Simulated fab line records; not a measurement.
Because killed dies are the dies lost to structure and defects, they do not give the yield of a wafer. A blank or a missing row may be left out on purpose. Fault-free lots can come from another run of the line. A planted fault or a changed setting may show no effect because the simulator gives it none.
fab line records	flow gf180mcu	part 1 of 2: steps 1 to 26 of 36
record lots=5	wafers=15	last-day=34
route steps=602 shown M4@467 V4@476
lots untouched by any fault: they come from a run of this same line in which no faults occurred
start-h: the number of hours between the record's first day and the start of the first shown wafer of the lot	wait-h: time in hours since the lot's previous step	" identical to the entry in the row above	L1.1+2: a single row standing in for several wafers	- no value, or no start was given	* or withheld: withheld	< > ~ a bound
route shown NAME@n: a module of which the file shows steps, and the number in the route of the first	usual: mean/standard deviation taken from wafers without a fault	same: alike in all rows	chamber/n: place in a boat	sites: readings site by site	_std_site: the standard deviation of these	_edge_site: inner sites' mean taken away from outer sites' mean	radius-mm: how far each site lies from the wafer's centre	mask NAME#n: copy n	behind: tool/chamber where the wafer was last shaped	hold: why the lot was held/for how many hours/how that ended	device: which transistor (n, p or np) failed to switch	end of line: the tests these same wafers got at the end of their route	a step without rows: its recipe alone	killed: the dies lost at the first sort to structure and to defects; this is not the yield of the wafer	map: a wafer's dies, x killed, . not, _ none there
set.NAME: setting as actually run; set.NAME@STEP: the setting as run at that earlier step	model.NAME: the simulator's own value behind a step, which no gauge read
lots at some steps of the route; a table a step, a row a wafer
services: from which hour (start-h, from the record's first day; less than 0 if before it) a tool's chamber was out of use, for how many hours, and why
## steps
# step GF_M4_EXPOSE_11
# recipe mask-id=Metal4	target-cd-nm=280	na=0.68	source-shape=conventional	sigma-outer=0.6	dose-mj=28
# usual reticle-temp-C=22.99/0.11
lot.wafer	tool	chamber	start-h	wait-h	mask	reticle-temp-C
L076.1	krf-scanner-02	0	-	-	Metal4#0	22.83
L076.4	"	0	"	"	Metal4#0	22.85
L076.5	"	0	"	"	Metal4#0	22.84
L083.1	krf-scanner-01	0	-	-	Metal4#0	22.96
L083.3	"	0	"	"	Metal4#0	22.89
L083.6	"	0	"	"	Metal4#0	22.99
L087.1	krf-scanner-01	0	-	-	Metal4#0	23.08
L087.2	"	0	"	"	Metal4#0	22.93
L087.4	"	0	"	"	Metal4#0	22.90
L089.1	krf-scanner-01	0	-	-	Metal4#0	22.80
L089.2	"	0	"	"	Metal4#0	22.91
L089.6	"	0	"	"	Metal4#0	22.78
L095.1	krf-scanner-02	0	-	-	Metal4#0	23.03
L095.2	"	0	"	"	Metal4#0	23.08
L095.4	"	0	"	"	Metal4#0	23.13
# step GF_M4_PEB_12
# recipe peb-temp-c=135	peb-time-s=90	resist=KrF
# usual chill-plate-temp-C=23.02/0.1
lot.wafer	tool	chamber	start-h	wait-h	chill-plate-temp-C
L076.1	litho-track-03	0	-	-	23.10
L076.4	"	0	"	"	23.06
L076.5	"	0	"	"	23.12
L083.1	litho-track-02	0	-	-	23.17
L083.3	"	0	"	"	23.04
L083.6	"	0	"	"	22.93
L087.1	litho-track-01	0	-	-	22.93
L087.2	"	0	"	"	23.18
L087.4	"	0	"	"	22.97
L089.1	litho-track-03	0	-	-	22.95
L089.2	"	0	"	"	22.87
L089.6	"	0	"	"	22.94
L095.1	litho-track-03	0	-	-	23.09
L095.2	"	0	"	"	23.16
L095.4	"	0	"	"	23.13
# step GF_M4_DEVELOP_13
# recipe develop-time-s=60	dev-temp-c=21
# usual chill-plate-temp-C=22.97/0.11
lot.wafer	tool	chamber	start-h	wait-h	chill-plate-temp-C
L076.1	litho-track-03	0	550.03	0.2	22.95
L076.4	"	0	"	"	22.85
L076.5	"	0	"	"	22.89
L083.1	litho-track-02	0	606.98	0.2	23.12
L083.3	"	0	"	"	22.97
L083.6	"	0	"	"	23.22
L087.1	litho-track-01	0	638.54	0.2	22.93
L087.2	"	0	"	"	22.95
L087.4	"	0	"	"	23.16
L089.1	litho-track-03	0	652.73	0.2	22.95
L089.2	"	0	"	"	22.95
L089.6	"	0	"	"	22.87
L095.1	litho-track-03	0	698.43	0.2	22.84
L095.2	"	0	"	"	22.72
L095.4	"	0	"	"	22.87
# step GF_M4_CD_MEAS_14
# recipe target-cd-nm=280
# usual cd-nm=279.7/1.3
lot.wafer	tool	chamber	start-h	wait-h	cd-nm
L076.1	cd-sem-01	-	550.18	0.1	279.6
L076.4	"	-	"	"	278.3
L076.5	"	-	"	"	279.0
L083.1	cd-sem-02	-	607.13	0.1	277.6
L083.3	"	-	"	"	277.9
L083.6	"	-	"	"	278.8
L087.1	cd-sem-01	-	638.69	0.1	278.2
L087.2	"	-	"	"	279.3
L087.4	"	-	"	"	278.7
L089.1	cd-sem-01	-	652.88	0.1	278.6
L089.2	"	-	"	"	278.2
L089.6	"	-	"	"	279.1
L095.1	cd-sem-02	-	698.58	0.1	280.8
L095.2	"	-	"	"	279.5
L095.4	"	-	"	"	281.3
# step GF_M4_OVL_MEAS_15
# usual M4_OVL=1/5.6
lot.wafer	tool	chamber	start-h	wait-h	M4_OVL[nm]
L076.1	overlay-01	-	550.30	0.1	-4
L076.4	"	-	"	"	11
L076.5	"	-	"	"	1
L083.1	overlay-01	-	607.25	0.1	1
L083.3	"	-	"	"	3
L083.6	"	-	"	"	4
L087.1	overlay-02	-	638.81	0.1	-4
L087.2	"	-	"	"	-5
L087.4	"	-	"	"	-1
L089.1	overlay-01	-	653.00	0.1	0
L089.2	"	-	"	"	-5
L089.6	"	-	"	"	4
L095.1	overlay-02	-	698.70	0.1	0
L095.2	"	-	"	"	2
L095.4	"	-	"	"	4
# step GF_M4_METAL_ETCH_16
# recipe chemistry=Cl2/BCl3	mask-material=KrF	target-depth-nm=750.8	stop-on=SiO2	pressure-mtorr=8	icp-w=800	bias-w=140	Cl2_flow_sccm=80	bcl3-flow-sccm=40	time-s=125.1
# usual drypump-motor-current-A=5.6/0.44	oes-product-au=0.988/0.0047	throttle-valve-pct=28.232/0.0093
lot.wafer	tool	chamber	start-h	wait-h	drypump-motor-current-A	oes-product-au	rf-hours-counter-h	throttle-valve-pct
L076.1	rie-metal-04	0	550.34	0.0	6.3	0.990	11	28.222
L076.4	"	0	"	"	6.3	0.992	-	28.239
L076.5	"	1	"	"	5.4	0.990	-	28.228
L083.1	rie-metal-02	1	607.29	0.0	5.8	0.981	7	28.240
L083.3	"	1	"	"	5.8	0.990	-	28.224
L083.6	"	1	"	"	5.8	0.980	-	28.237
L087.1	rie-metal-04	1	638.84	0.0	5.4	0.985	3	28.247
L087.2	"	0	"	"	6.4	0.985	15	28.225
L087.4	"	1	"	"	5.4	0.990	-	28.235
L089.1	rie-metal-04	0	653.04	0.0	6.3	0.992	15	28.229
L089.2	"	1	"	"	5.4	0.991	4	28.226
L089.6	"	0	"	"	6.3	0.985	-	28.217
L095.1	rie-metal-02	1	698.74	0.0	5.8	0.984	11	28.234
L095.2	"	0	"	"	5.8	0.991	1	28.231
L095.4	"	0	"	"	5.7	0.990	-	28.206
# step GF_M4_STRIP_17
# recipe chemistry=O2/N2	power-w=1400	pressure-mtorr=1500	platen-temp-c=250	o2-flow-sccm=3000	n2-flow-sccm=300	overash-fraction=0.5
# usual drypump-motor-current-A=6.1/0.48	heater-power-w=339/18	oes-product-au=0.539/0.0048	strip-time-to-endpoint-s=7.42/0.041
lot.wafer	tool	chamber	start-h	wait-h	drypump-motor-current-A	heater-power-w	oes-product-au	rf-hours-counter-h	strip-time-to-endpoint-s
L076.1	plasma-asher-02	0	550.47	0.1	6.7	318	0.537	43	7.40
L076.4	"	0	"	"	6.7	326	0.531	-	7.34
L076.5	"	1	"	"	6.3	370	0.544	-	7.35
L083.1	plasma-asher-03	1	607.42	0.1	6.4	346	0.540	84	7.46
L083.3	"	0	"	"	5.3	315	0.529	-	7.45
L083.6	"	0	"	"	5.3	314	0.534	-	7.46
L087.1	plasma-asher-02	1	638.97	0.1	6.2	362	0.541	52	7.39
L087.2	"	0	"	"	6.7	304	0.529	52	7.38
L087.4	"	1	"	"	6.3	354	0.535	-	7.42
L089.1	plasma-asher-02	1	653.17	0.1	6.3	354	0.539	54	7.41
L089.2	"	0	"	"	6.8	323	0.546	54	7.42
L089.6	"	0	"	"	6.7	311	0.535	-	7.40
L095.1	plasma-asher-02	0	698.87	0.1	6.7	312	0.535	59	7.38
L095.2	"	1	"	"	6.3	359	0.543	59	7.38
L095.4	"	1	"	"	6.3	359	0.529	-	7.38
# step GF_M4_STRIP_18
# recipe chemistry=post-etch-residue-remover	time-s=1200	temp-c=72.5
lot.wafer	tool	chamber	start-h	wait-h
L076.1+4+5	wet-bench-04	3	550.57	0.1
L083.1+3+6	wet-bench-03	2	607.52	0.1
L087.1+2+4	wet-bench-01	2	639.07	0.1
L089.1+2+6	wet-bench-01	0	653.27	0.1
L095.1+2+4	wet-bench-03	1	698.97	0.1
# step GF_M4_CLEAN_19
# recipe chemistry=DIW	dry=n2-spin
lot.wafer	tool	chamber	start-h	wait-h
L076.1+4+5	wet-bench-03	2	550.94	0.0
L083.1+3+6	wet-bench-01	2	607.86	0.0
L087.1+2+4	wet-bench-03	1	639.45	0.0
L089.1+2+6	wet-bench-04	2	653.61	0.0
L095.1+2+4	wet-bench-04	3	699.34	0.0
# step GF_V4_CVD_00
# recipe material=SiO2	target-thk-nm=600	sigma-open-frac=0.3	temp-c=400	time-s=100	sih4-flow-sccm=60	pressure-mtorr=6
lot.wafer	tool	chamber	start-h	wait-h
L076.1+4+5	hdpcvd-02	0,1,2	551.04	0.0
L083.1+3+6	hdpcvd-01	1,2,0	607.95	0.0
L087.1+2+4	hdpcvd-01	0,1,2	639.55	0.0
L089.1+2+6	hdpcvd-02	0,2,0	653.70	0.0
L095.1+2+4	hdpcvd-02	2,1,0	699.44	0.0
# step GF_V4_THK_MEAS_01
# recipe reads=SiO2_of_V4_CVD_00
# usual V4_CVD_00_THK=598/6.1
lot.wafer	tool	chamber	start-h	wait-h	V4_CVD_00_THK[nm]
L076.1	film-metro-01	-	551.11	0.0	599
L076.4	"	-	"	"	596
L076.5	"	-	"	"	604
L083.1	film-metro-04	-	608.12	0.1	601
L083.3	"	-	"	"	592
L083.6	"	-	"	"	599
L087.1	film-metro-02	-	639.62	0.0	594
L087.2	"	-	"	"	606
L087.4	"	-	"	"	588
L089.1	film-metro-04	-	653.77	0.0	596
L089.2	"	-	"	"	596
L089.6	"	-	"	"	590
L095.1	film-metro-04	-	699.51	0.0	605
L095.2	"	-	"	"	600
L095.4	"	-	"	"	595
# step GF_V4_CVD_02
# recipe material=SiO2	target-thk-nm=850	precursor=TEOS	temp-c=400	time-s=94.851	rf-w=600
# usual heater-power-w=629/100
lot.wafer	tool	chamber	start-h	wait-h	heater-power-w
L076.1	pecvd-03	2	551.17	0.1	616
L076.4	"	1	"	"	570
L076.5	"	2	"	"	670
L083.1	pecvd-01	1	608.18	0.1	628
L083.3	"	2	"	"	613
L083.6	"	0	"	"	514
L087.1	pecvd-03	2	639.68	0.1	647
L087.2	"	0	"	"	622
L087.4	"	0	"	"	638
L089.1	pecvd-04	0	653.83	0.1	864
L089.2	"	2	"	"	568
L089.6	"	1	"	"	628
L095.1	pecvd-04	2	699.57	0.1	587
L095.2	"	0	"	"	874
L095.4	"	1	"	"	625
# step GF_V4_THK_MEAS_03
# recipe reads=SiO2_of_V4_CVD_02
# usual V4_CVD_02_THK=852/10
lot.wafer	tool	chamber	start-h	wait-h	V4_CVD_02_THK[nm]
L076.1	film-metro-02	-	551.24	0.0	845
L076.4	"	-	"	"	854
L076.5	"	-	"	"	859
L083.1	film-metro-01	-	608.25	0.0	851
L083.3	"	-	"	"	851
L083.6	"	-	"	"	865
L087.1	film-metro-01	-	639.75	0.0	849
L087.2	"	-	"	"	855
L087.4	"	-	"	"	862
L089.1	film-metro-02	-	653.90	0.0	834
L089.2	"	-	"	"	836
L089.6	"	-	"	"	846
L095.1	film-metro-04	-	699.64	0.0	845
L095.2	"	-	"	"	846
L095.4	"	-	"	"	855
# step GF_V4_CMP_04
# recipe material=SiO2	down-force-psi=4	platen-rpm=60	pad-velocity-m-s=0.94248
# usual motor-current-A=12.2/1.9	time-to-endpoint-s=79/5.1
lot.wafer	tool	chamber	start-h	wait-h	motor-current-A	time-to-endpoint-s
L076.1	cmp-02	3	551.40	0.1	12.1	77
L076.4	"	0	"	"	11.3	78
L076.5	"	1	"	"	9.1	78
L083.1	cmp-02	2	608.70	0.4	14.1	80
L083.3	"	3	"	"	12.3	77
L083.6	"	0	"	"	11.3	79
L087.2	cmp-01	1	639.81	0.0	15.8	85
L087.4	"	2	"	"	10.0	88
L087.1	"	0	"	"	12.7	77
L089.2	cmp-01	3	653.96	0.0	14.1	71
L089.1	"	0	"	"	12.3	71
L089.6	"	3	"	"	14.1	75
L095.1	cmp-02	1	699.91	0.3	9.1	74
L095.2	"	2	"	"	13.9	80
L095.4	"	0	"	"	11.5	79
# step GF_V4_BOW_MEAS_05
# recipe mode=bow
# usual V4_BOW=134/8.9
lot.wafer	tool	chamber	start-h	wait-h	V4_BOW[um]
L076.1	film-metro-02	-	551.60	0.1	139
L076.4	"	-	"	"	133
L076.5	"	-	"	"	159
L083.1	film-metro-02	-	608.90	0.1	133
L083.3	"	-	"	"	146
L083.6	"	-	"	"	141
L087.1	film-metro-04	-	640.11	0.1	128
L087.2	"	-	"	"	133
L087.4	"	-	"	"	125
L089.1	film-metro-01	-	654.26	0.2	134
L089.2	"	-	"	"	129
L089.6	"	-	"	"	149
L095.1	film-metro-02	-	700.21	0.2	138
L095.2	"	-	"	"	135
L095.4	"	-	"	"	132
# step GF_V4_DEHYDRATE_06
# recipe temp-c=200	time-s=60
# usual chill-plate-temp-C=23.00/0.1
lot.wafer	tool	chamber	start-h	wait-h	chill-plate-temp-C
L076.1	litho-track-01	0	561.89	10.3	22.78
L076.4	"	0	"	"	23.04
L076.5	"	0	"	"	23.15
L083.1	litho-track-04	0	618.56	9.6	22.98
L083.3	"	0	"	"	23.09
L083.6	"	0	"	"	23.03
L087.1	litho-track-01	0	649.29	9.2	22.92
L087.2	"	0	"	"	23.01
L087.4	"	0	"	"	22.93
L089.1	litho-track-04	0	663.16	8.9	23.13
L089.2	"	0	"	"	23.17
L089.6	"	0	"	"	23.08
L095.1	litho-track-03	0	708.88	8.7	23.17
L095.2	"	0	"	"	23.04
L095.4	"	0	"	"	23.11
# step GF_V4_HMDS_07
# recipe prime-time-s=60	prime-temp-c=120
# usual chill-plate-temp-C=23.00/0.11
# same prime-time-s=60
lot.wafer	tool	chamber	start-h	wait-h	chill-plate-temp-C
L076.1	litho-track-01	0	562.04	0.1	22.98
L076.4	"	0	"	"	22.83
L076.5	"	0	"	"	22.80
L083.1	litho-track-04	0	618.71	0.1	22.85
L083.3	"	0	"	"	23.03
L083.6	"	0	"	"	22.94
L087.1	litho-track-01	0	649.44	0.1	23.07
L087.2	"	0	"	"	23.11
L087.4	"	0	"	"	23.00
L089.1	litho-track-04	0	663.31	0.1	23.20
L089.2	"	0	"	"	23.11
L089.6	"	0	"	"	23.03
L095.1	litho-track-03	0	709.03	0.1	23.01
L095.2	"	0	"	"	22.97
L095.4	"	0	"	"	23.00
# step GF_V4_COAT_08
# recipe resist=BARC	temp-c=withheld	time-s=withheld	spin-rpm=withheld	resist-thk-nm=withheld
# usual chill-plate-temp-C=*
lot.wafer	tool	chamber	start-h	wait-h	chill-plate-temp-C
L076.1	litho-track-01	0	562.19	0.1	*
L076.4	"	0	"	"	*
L076.5	"	0	"	"	*
L083.1	litho-track-04	0	618.86	0.1	*
L083.3	"	0	"	"	*
L083.6	"	0	"	"	*
L087.1	litho-track-01	0	649.59	0.1	*
L087.2	"	0	"	"	*
L087.4	"	0	"	"	*
L089.1	litho-track-04	0	663.46	0.1	*
L089.2	"	0	"	"	*
L089.6	"	0	"	"	*
L095.1	litho-track-03	0	709.18	0.1	*
L095.2	"	0	"	"	*
L095.4	"	0	"	"	*
# step GF_V4_COAT_09
# recipe resist=KrF	spin-rpm=withheld	resist-thk-nm=1000
# usual chill-plate-temp-C=23.02/0.12
lot.wafer	tool	chamber	start-h	wait-h	chill-plate-temp-C
L076.1	litho-track-01	0	-	-	22.82
L076.4	"	0	"	"	22.87
L076.5	"	0	"	"	22.91
L083.1	litho-track-04	0	-	-	22.93
L083.3	"	0	"	"	22.92
L083.6	"	0	"	"	23.04
L087.1	litho-track-01	0	-	-	22.96
L087.2	"	0	"	"	22.95
L087.4	"	0	"	"	22.79
L089.1	litho-track-04	0	-	-	22.98
L089.2	"	0	"	"	23.19
L089.6	"	0	"	"	23.12
L095.1	litho-track-03	0	-	-	23.06
L095.2	"	0	"	"	23.01
L095.4	"	0	"	"	23.07
# step GF_V4_SOFTBAKE_10
# recipe temp-c=130	time-s=60	resist=KrF
# usual chill-plate-temp-C=22.98/0.1
lot.wafer	tool	chamber	start-h	wait-h	chill-plate-temp-C
L076.1	litho-track-01	0	-	-	23.25
L076.4	"	0	"	"	23.10
L076.5	"	0	"	"	22.97
L083.1	litho-track-04	0	-	-	22.82
L083.3	"	0	"	"	22.77
L083.6	"	0	"	"	22.98
L087.1	litho-track-01	0	-	-	22.92
L087.2	"	0	"	"	22.92
L087.4	"	0	"	"	22.95
L089.1	litho-track-04	0	-	-	23.06
L089.2	"	0	"	"	22.90
L089.6	"	0	"	"	23.08
L095.1	litho-track-03	0	-	-	23.09
L095.2	"	0	"	"	23.04
L095.4	"	0	"	"	23.04
# step GF_V4_EXPOSE_11
# recipe mask-id=Via4	target-cd-nm=260	na=0.68	source-shape=conventional	sigma-outer=0.6	dose-mj=38
# usual reticle-temp-C=22.98/0.12
lot.wafer	tool	chamber	start-h	wait-h	mask	reticle-temp-C
L076.1	krf-scanner-02	0	-	-	Via4#0	22.96
L076.4	"	0	"	"	Via4#0	22.90
L076.5	"	0	"	"	Via4#0	22.91
L083.1	krf-scanner-02	0	-	-	Via4#0	23.14
L083.3	"	0	"	"	Via4#0	23.01
L083.6	"	0	"	"	Via4#0	22.78
L087.1	krf-scanner-02	0	-	-	Via4#0	22.99
L087.2	"	0	"	"	Via4#0	23.00
L087.4	"	0	"	"	Via4#0	23.08
L089.1	krf-scanner-02	0	-	-	Via4#0	22.97
L089.2	"	0	"	"	Via4#0	23.33
L089.6	"	0	"	"	Via4#0	23.17
L095.1	krf-scanner-02	0	-	-	Via4#0	23.08
L095.2	"	0	"	"	Via4#0	22.99
L095.4	"	0	"	"	Via4#0	22.91
# step GF_V4_PEB_12
# recipe peb-temp-c=135	peb-time-s=90	resist=KrF
# usual chill-plate-temp-C=22.97/0.11
lot.wafer	tool	chamber	start-h	wait-h	chill-plate-temp-C
L076.1	litho-track-03	0	-	-	22.99
L076.4	"	0	"	"	23.10
L076.5	"	0	"	"	22.94
L083.1	litho-track-04	0	-	-	22.97
L083.3	"	0	"	"	23.01
L083.6	"	0	"	"	22.89
L087.1	litho-track-03	0	-	-	22.79
L087.2	"	0	"	"	22.81
L087.4	"	0	"	"	22.88
L089.1	litho-track-01	0	-	-	22.65
L089.2	"	0	"	"	22.89
L089.6	"	0	"	"	22.78
L095.1	litho-track-03	0	-	-	23.02
L095.2	"	0	"	"	22.86
L095.4	"	0	"	"	23.07
# step GF_V4_DEVELOP_13
# recipe develop-time-s=60	resist=KrF	dev-temp-c=21
# usual chill-plate-temp-C=23.04/0.1
lot.wafer	tool	chamber	start-h	wait-h	chill-plate-temp-C
L076.1	litho-track-03	0	573.63	0.2	23.00
L076.4	"	0	"	"	22.90
L076.5	"	0	"	"	23.01
L083.1	litho-track-04	0	629.36	0.2	23.12
L083.3	"	0	"	"	23.01
L083.6	"	0	"	"	23.08
L087.1	litho-track-03	0	659.73	0.2	22.95
L087.2	"	0	"	"	22.81
L087.4	"	0	"	"	23.00
L089.1	litho-track-01	0	673.84	0.2	23.05
L089.2	"	0	"	"	23.03
L089.6	"	0	"	"	22.91
L095.1	litho-track-03	0	718.28	0.2	23.03
L095.2	"	0	"	"	23.08
L095.4	"	0	"	"	23.06
# step GF_V4_CD_MEAS_14
# recipe target-cd-nm=260
# usual cd-nm=260.1/1.1
lot.wafer	tool	chamber	start-h	wait-h	cd-nm
L076.1	cd-sem-02	-	573.78	0.1	260.4
L076.4	"	-	"	"	260.3
L076.5	"	-	"	"	258.5
L083.1	cd-sem-02	-	629.51	0.1	258.4
L083.3	"	-	"	"	260.8
L083.6	"	-	"	"	257.9
L087.1	cd-sem-02	-	659.88	0.1	260.4
L087.2	"	-	"	"	259.8
L087.4	"	-	"	"	260.3
L089.1	cd-sem-01	-	673.99	0.1	261.0
L089.2	"	-	"	"	260.1
L089.6	"	-	"	"	261.2
L095.1	cd-sem-01	-	718.43	0.1	258.7
L095.2	"	-	"	"	259.7
L095.4	"	-	"	"	260.8
# step GF_V4_OVL_MEAS_15
# usual V4_OVL=1/4.8
lot.wafer	tool	chamber	start-h	wait-h	V4_OVL[nm]
L076.1	overlay-01	-	573.90	0.1	12
L076.4	"	-	"	"	5
L076.5	"	-	"	"	3
L083.1	overlay-01	-	629.63	0.1	1
L083.3	"	-	"	"	0
L083.6	"	-	"	"	-3
L087.1	overlay-01	-	660.00	0.1	1
L087.2	"	-	"	"	-11
L087.4	"	-	"	"	-3
L089.1	overlay-01	-	674.11	0.1	-7
L089.2	"	-	"	"	-9
L089.6	"	-	"	"	-4
L095.1	overlay-02	-	718.55	0.1	0
L095.2	"	-	"	"	-1
L095.4	"	-	"	"	-2
# step GF_V4_ETCH_16
# recipe chemistry=N2/H2	target-depth-a=withheld	overetch-a=withheld	time-s=withheld	target=BARC	ion-energy-ev=200	source-w=500	bias-w=100	pressure-mtorr=30	n2-flow-sccm=100	h2-flow-sccm=200
# usual drypump-motor-current-A=5.8/0.46	oes-product-au=0.854/0.0052	throttle-valve-pct=13.226/0.0091
lot.wafer	tool	chamber	start-h	wait-h	drypump-motor-current-A	oes-product-au	throttle-valve-pct
L076.1	rie-diel-03	3	573.94	0.0	6.5	0.857	13.233
L076.4	"	0	"	"	5.5	0.857	13.231
L076.5	"	1	"	"	6.2	0.847	13.211
L083.1	rie-diel-03	3	629.67	0.0	6.5	0.853	13.221
L083.3	"	2	"	"	5.7	0.849	13.230
L083.6	"	3	"	"	6.5	0.852	13.229
L087.1	rie-diel-03	0	660.04	0.0	5.5	0.854	13.231
L087.2	"	2	"	"	5.7	0.854	13.212
L087.4	"	3	"	"	6.5	0.854	13.222
L089.1	rie-diel-04	1	674.14	0.0	5.9	0.848	13.215
L089.2	"	2	"	"	5.5	0.849	13.232
L089.6	"	2	"	"	5.5	0.855	13.215
L095.1	rie-diel-03	2	718.59	0.0	5.7	0.858	13.229
L095.2	"	3	"	"	6.5	0.866	13.218
L095.4	"	1	"	"	6.2	0.860	13.210
